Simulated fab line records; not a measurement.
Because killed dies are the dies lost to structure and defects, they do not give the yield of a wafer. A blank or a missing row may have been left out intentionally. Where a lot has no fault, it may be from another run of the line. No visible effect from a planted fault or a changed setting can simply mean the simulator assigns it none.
Which tool did it? | flow gf180mcu | Sampling: 15 lots, 45 wafers, 2 of 602 route steps

== WHAT THE GAUGES SHOWED, per wafer ==
GF_V5_THK_MEAS_03. Usual: V5_CVD_02_THK typically reads 1452 nm, with standard deviation 22.
lot  | measured     | on            | V5_CVD_02_THK (nm) | flag
L296 | day 26 08:32 | film_metro-04 | 1458 1496 1487     |
L297 | day 27 03:49 | film_metro-01 | 1452 1463 1485     |
L298 | day 27 05:24 | film_metro-04 | 1439 1443 1482     |
L299 | day 27 07:45 | film_metro-04 | 1463 1467 1483     |
L300 | day 27 23:18 | film_metro-04 | 1462 1468 1468     |
L304 | day 28 23:53 | film_metro-04 | 1450 1418 1476     |
L307 | day 29 15:53 | film_metro-01 | 1430 1452 1486     |
L310 | day 30 15:37 | film_metro-04 | 1435 1439 1461     |
L311 | day 30 18:27 | film_metro-01 | 1444 1434 1476     |
L312 | day 31 04:53 | film_metro-04 | 1433 1417 1427     |
L314 | day 31 13:28 | film_metro-04 | 1436 1445 1456     |
L315 | day 31 18:11 | film_metro-04 | 1435 1469 1456     |
L316 | day 32 04:18 | film_metro-03 | 1424 1426 1415     |
L317 | day 32 09:40 | film_metro-01 | 1453 1459 1489     |
L318 | day 32 11:43 | film_metro-04 | 1410 1436 1466     |

GF_V5_OVL_MEAS_15. Usual: V5_OVL typically reads -6 nm, with standard deviation 5.2.
lot  | measured     | on         | V5_OVL (nm) | flag
L296 | day 27 06:05 | overlay-02 | -5 -2 -5    |
L297 | day 28 00:14 | overlay-01 | -4 -8 -10   |
L298 | day 28 02:22 | overlay-02 | -4 -3 -9    |
L299 | day 28 04:44 | overlay-02 | -6 -2 -11   |
L300 | day 28 19:01 | overlay-01 | -3 -3 -4    |
L304 | day 29 19:44 | overlay-01 | -3 -8 1     |
L307 | day 30 12:15 | overlay-01 | -11 -14 -17 |
L310 | day 31 10:21 | overlay-01 | -12 -6 -6   |
L311 | day 31 12:17 | overlay-02 | -9 -14 -13  |
L312 | day 31 23:29 | overlay-01 | -14 -11 0   |
L314 | day 32 07:11 | overlay-02 | -8 -6 -16   |
L315 | day 32 11:08 | overlay-01 | -16 -15 -5  |
L316 | day 32 21:25 | overlay-01 | -12 -9 -6   |
L317 | day 33 01:59 | overlay-02 | -4 -10 -6   |
L318 | day 33 05:13 | overlay-01 | 4 -3 -9     |

== TOOL THAT RAN EACH LOT (tool first, then ch and the chambers of the sampled wafers, then the start) ==
The record holds no process step before these readings.

== AS READ BY THE TOOLS THEMSELVES (means over the sampled wafers that have a number; for cases with no such wafer, the mark the record gives instead) ==
The record holds no such reading with a usual standard deviation.

== THE ANSWER, worked out from the rows above alone ==
Rule: lot off if the mean of its wafers having a number is beyond 3 standard deviations from the usual mean. Also off: a lot with no number at a reading for which 4 or more lots have one. Where the step has rows for the other lots, those lots are counted as sound. First the gauges in route order, then the tools' own readings, where a lot's mean is used as printed above. The first step at which some lot is off is used, and at that step the reading that is off furthest; a lot without a number counts as furthest.
Across all readings shown, no lot is off: no conclusion can be drawn from this.

== WHAT HAD BEEN PUT IN BY THE SIMULATOR ==
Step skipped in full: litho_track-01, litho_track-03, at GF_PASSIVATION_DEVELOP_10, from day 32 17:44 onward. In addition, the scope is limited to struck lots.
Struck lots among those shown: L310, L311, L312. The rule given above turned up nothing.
